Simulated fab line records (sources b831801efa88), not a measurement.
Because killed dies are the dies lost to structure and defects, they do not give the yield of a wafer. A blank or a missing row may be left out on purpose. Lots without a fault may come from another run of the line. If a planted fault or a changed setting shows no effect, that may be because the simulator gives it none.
Comparing a struck lot with a sound one || flow sky130 || 15 out of 708 route steps
Sound: these wafers, L895.1, L895.3, L895.4. The struck wafers were L914.1, L914.2, L914.5. The cause comes at the end.
At each step with rows: each side's tool, then ch and its chambers, then its first start. Under that, the readings that differ: sound wafers || struck wafers || difference of the means || sigmas: that difference in standard deviations of wafers without a fault.
alike: a reading whose means differ by less than 2 such deviations, as well as words and numbers matching on both sides. not compared: withheld readings; readings where some wafer has no value; bounds like >300 that might hide an equal value; numbers whose values overlap and for which the record gives no deviation.
A row with sigmas, a row that says differs or no value, or rows on one side alone: a step with any of these is where the two part. When numbers do not overlap yet have no deviation, they are printed without sigmas and do not part them. A reading missing from all wafers of one side parts the sides only when that side holds two or more wafers.

first, 1 step without rows for these wafers: SKY_FIELD_ISO_CVD_03 (deposits Si3N4 from DCS/NH3, target thk 165 nm, time 2830 s).
SKY_FIELD_ISO_THK_MEAS_04:
  sound on film metro-03, day 1 21:23; struck on film metro-02, day 5 19:32
  alike: FIELD_ISO_CVD_03_THK
then, 8 steps without rows for these wafers: SKY_FIELD_ISO_DEHYDRATE_05 (time 60 s); SKY_FIELD_ISO_HMDS_06 (prime time 57.78 s); SKY_FIELD_ISO_COAT_07 (resist thk 60 nm); SKY_FIELD_ISO_COAT_08 (resist thk 450 nm); SKY_FIELD_ISO_SOFTBAKE_09 (time 90 s); SKY_FIELD_ISO_EXPOSE_10 (exposes mask FOM, target cd 150 nm); SKY_FIELD_ISO_PEB_11; SKY_FIELD_ISO_DEVELOP_12 (develop time 60 s).
SKY_FIELD_ISO_CD_MEAS_13: the cd target is 150 nm.
  sound on cd sem-02, day 2 12:29; struck on cd sem-01, day 6 13:32
  alike: cd nm
SKY_FIELD_ISO_ETCH_14: etches BARC in N2/H2, stops on SiO2, time 45.9 s, target depth 60 nm.
  sound on rie diel-02 ch 0,1,2, day 2 12:36; struck on rie diel-03 ch 0,1,3, day 6 13:39
  alike: bias w, drypump motor current A, h2 flow sccm, oes product au, throttle valve pct
  not compared: rf hours counter h
SKY_FIELD_ISO_ETCH_15: etches the open film in CHF3/O2, stops on Si, target depth 180 nm, time 72 s.
  sound on rie diel-02 ch 0,1,2, day 2 12:39; struck on rie diel-03 ch 0,1,3, day 6 13:41
{"reading": "bias w (W)", "sound": "200.6 200.4 199.9", "struck": "183.2 183.2 182.3", "difference": -17.4, "sigmas": -33}
{"reading": "model.KrF-thick_of_FIELD_ISO_COAT_08.thk nm (nm)", "sound": "239.4 235.1 239.1", "struck": "239.8 242.8 239.9", "difference": "+3.0", "sigmas": ""}
  alike: drypump motor current A, oes product au, throttle valve pct
  not compared: rf hours counter h
SKY_FIELD_ISO_STRIP_16: strips in O2/N2.
  sound on plasma asher-04 ch 0,1, day 2 12:42; struck on plasma asher-02 ch 0,1, day 6 13:45
  alike: drypump motor current A, oes product au, strip time to endpoint s
  not compared: rf hours counter h
-- the record jumps here: 44 days lie between the struck wafers' starts before and after (it left off in module FIELD_ISO and takes up again in module PAD_OPEN, whose first step shown is number 708 of the route) --
SKY_PAD_OPEN_PROBE_99:
  sound on prober-02, day 46 06:50; struck on prober-01, day 50 11:38
  alike: killed_at_M0_to_M3, killed_at_M4_up, killed at contacts, killed at front end, killed at other, killed dies, killed on rim, killed open, killed short

## WHERE THEY PART
Only at SKY_FIELD_ISO_ETCH_15, within this record. Later steps at which nothing parts them and some readings are alike: SKY_FIELD_ISO_STRIP_16, SKY_PAD_OPEN_PROBE_99.

WHY: the cause the simulator had injected
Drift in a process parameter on rie diel-03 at SKY_FIELD_ISO_ETCH_15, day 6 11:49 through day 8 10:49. Setting bias w, moved by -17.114, from 200. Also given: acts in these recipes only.
